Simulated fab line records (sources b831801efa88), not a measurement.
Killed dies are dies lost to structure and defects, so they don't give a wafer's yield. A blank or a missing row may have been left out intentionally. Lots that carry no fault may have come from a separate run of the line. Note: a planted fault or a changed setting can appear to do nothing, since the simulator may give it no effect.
Code-filled problem report in 8D (eight disciplines) form :: flow gf180mcu :: the parts of the form that need people (team, actions taken, sign-off) are left out

1. THE PROBLEM
At GF_STI_CMP_25, time-to-endpoint-s averages 249 s over 3 wafers from 2 lots, while fault-free wafers read 122 s, standard deviation 4.7. That is +27 standard deviations from the usual mean.
The step: polishes, stops on Si3N4, t overpolish 33 s, target thk 524.6 nm.
First seen on wafer L536.2, day 6 11:59, on cmp-02. Wafers with a number at this step in the record: 42, from 14 lots. Rule for "out", or "out of limits": more than 4 standard deviations from the usual mean. All remaining wafers that have a number are taken as sound.

2. WHAT IT IS, WHAT IT ISN'T
question: which readings at this step
is: time-to-endpoint-s
is not: motor-current-A, overpolish-run-s, slurry-flow-ml-min

question: which lots
is: L536, L537
is not: L516, L517, L518, L519, L521, L522, L523, L525, L526, L527, L529, L534

question: which wafers of those lots
is: L536.2, L537.2, L537.4
is not: L536.3, L536.6, L537.5

question: read on which tools
is: cmp-02
is not: cmp-01

question: when
is: from day 6 11:59
is not: up to then (38 sound wafers); but 1 sound wafer of L537 came after

3. THE SUSPECTS, EACH WITH WHAT RULES IT OUT
Counting: a tool at a process step up to the reading stays a suspect if it ran every lot that is out. Sound lots after the first of them don't rule it out here, since some wafers of a struck lot are sound.
- cmp-02 at GF_STI_CMP_25 (polishes, stops on Si3N4, t overpolish 33 s, target thk 524.6 nm): kept. It ran every lot that is out, first L536 (day 6 11:59); its last sound lot up to then is L534 (day 6 00:04). Out on those wafers are its own readings of time-to-endpoint-s.
Left after counting: cmp-02 at GF_STI_CMP_25.

4. THE CAUSE (what the simulator had put in)
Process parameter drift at GF_STI_CMP_25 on cmp-02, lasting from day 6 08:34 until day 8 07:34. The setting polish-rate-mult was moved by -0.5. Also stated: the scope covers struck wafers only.
This tool alone remained once counting was done.

5. SEQUENCE OF EFFECTS, ordered by route
Each row: a reading where the mean over the struck wafers with a number is more than 3 standard deviations away from the usual. Readings are gone through only where the record gives a usual standard deviation; hours: the median, over the lots, of the time from a lot's start at the first step in this table giving one to that lot's start at this step; sigmas: the change measured in usual standard deviations.
hours: 0
step: GF_STI_CMP_25
reading: time-to-endpoint-s
usual: 122 s
on struck wafers: 249
change: +127
sigmas: +27
The process steps in it:
- GF_STI_CMP_25: polishes, stops on Si3N4, t overpolish 33 s, target thk 524.6 nm.
Later steps that measure or inspect, where all struck wafers having a row at the step show a number for every such reading and not one has moved that far: GF_NWELL_TW_MEAS_11, GF_VT_IMPLANT_OVL_MEAS_07.

6. HOW IT WOULD HAVE BEEN CAUGHT EARLIER
In this record the first reading out of limits was taken at day 6 11:59, 3 hours after the fault began at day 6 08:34.
